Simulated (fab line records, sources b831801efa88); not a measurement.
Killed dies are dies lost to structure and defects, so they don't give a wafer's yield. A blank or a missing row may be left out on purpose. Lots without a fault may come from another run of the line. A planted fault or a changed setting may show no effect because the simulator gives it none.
One fault seen from 2 desks | flow sky130 | each desk has only its own numbers; what lay behind them comes last

THE METROLOGY DESK
What the gauges read, lot by lot, whatever tool the lot ran on: means of the sampled wafers that have a number. A lot is out of limits, marked OUT, if its mean lies more than 4 standard deviations from the usual mean; the brackets give that distance.
Columns: A = CAP2M_CVD_00_THK at SKY_CAP2M_THK_MEAS_01, usual 15.54 nm; B = CAP2M_TIN_RS at SKY_CAP2M_RS_MEAS_03, usual 6.75 ohm/sq; C = CAP2M_TIN_THK at SKY_CAP2M_THK_MEAS_04, usual 199.8 nm; D = CAP2M_OVL at SKY_CAP2M_OVL_MEAS_12, usual -0.8 nm
lot  | first seen here | A     | B    | C     | D
L330 | day 39 12:53    | 15.76 | 6.78 | 199.1 | -0.6
L331 | day 39 22:56    | 15.52 | 6.80 | 196.8 | -0.8
L336 | day 41 17:01    | 15.56 | 6.88 | 196.1 | 2.0
L337 | day 41 19:23    | 15.62 | 6.76 | 199.3 | -1.8
L338 | day 42 21:19    | 15.50 | 6.72 | 201.3 | -0.3
L339 | day 42 23:37    | 15.55 | 6.83 | 196.7 | -0.6
L347 | day 44 15:52    | 15.54 | 6.55 | 204.6 | 0.7
L349 | day 45 04:17    | 15.35 | 6.72 | 201.4 | -0.5
L351 | day 45 15:04    | 15.46 | 6.70 | 202.2 | 0.8
L352 | day 45 21:23    | 15.31 | 6.76 | 199.4 | 0.8
This desk's finding: nothing out of limits on any of the 10 lots.

THE TOOL OWNER'S DESK: pvd_sputter-01
The tool's own readings at SKY_CAP2M_SPUTTER_02 (material TiN, target thk 200 nm, time 166.7 s): means of the sampled wafers that have a number, for each lot that ran on this tool. A lot is out of limits, marked OUT, if its mean lies more than 4 standard deviations from the usual mean; the brackets give that distance.
Columns: A = cathode_dc_power_W at SKY_CAP2M_SPUTTER_02, usual 6652.1 W; B = throttle_valve_pct at SKY_CAP2M_SPUTTER_02, usual 30.1 %
lot  | first seen here | A      | B
L331 | day 39 22:58    | 6652.0 | 29.7
L337 | day 41 19:26    | 6651.0 | 29.8
L339 | day 42 23:41    | 6652.0 | 30.2
L347 | day 44 15:55    | 6653.8 | 29.6
This desk's finding: nothing out of limits on any of the 4 lots.

PUT TOGETHER
The metrology desk saw nothing out of limits.
The tool owner's desk saw nothing out of limits.

WHAT THE SIMULATOR HAD PUT IN
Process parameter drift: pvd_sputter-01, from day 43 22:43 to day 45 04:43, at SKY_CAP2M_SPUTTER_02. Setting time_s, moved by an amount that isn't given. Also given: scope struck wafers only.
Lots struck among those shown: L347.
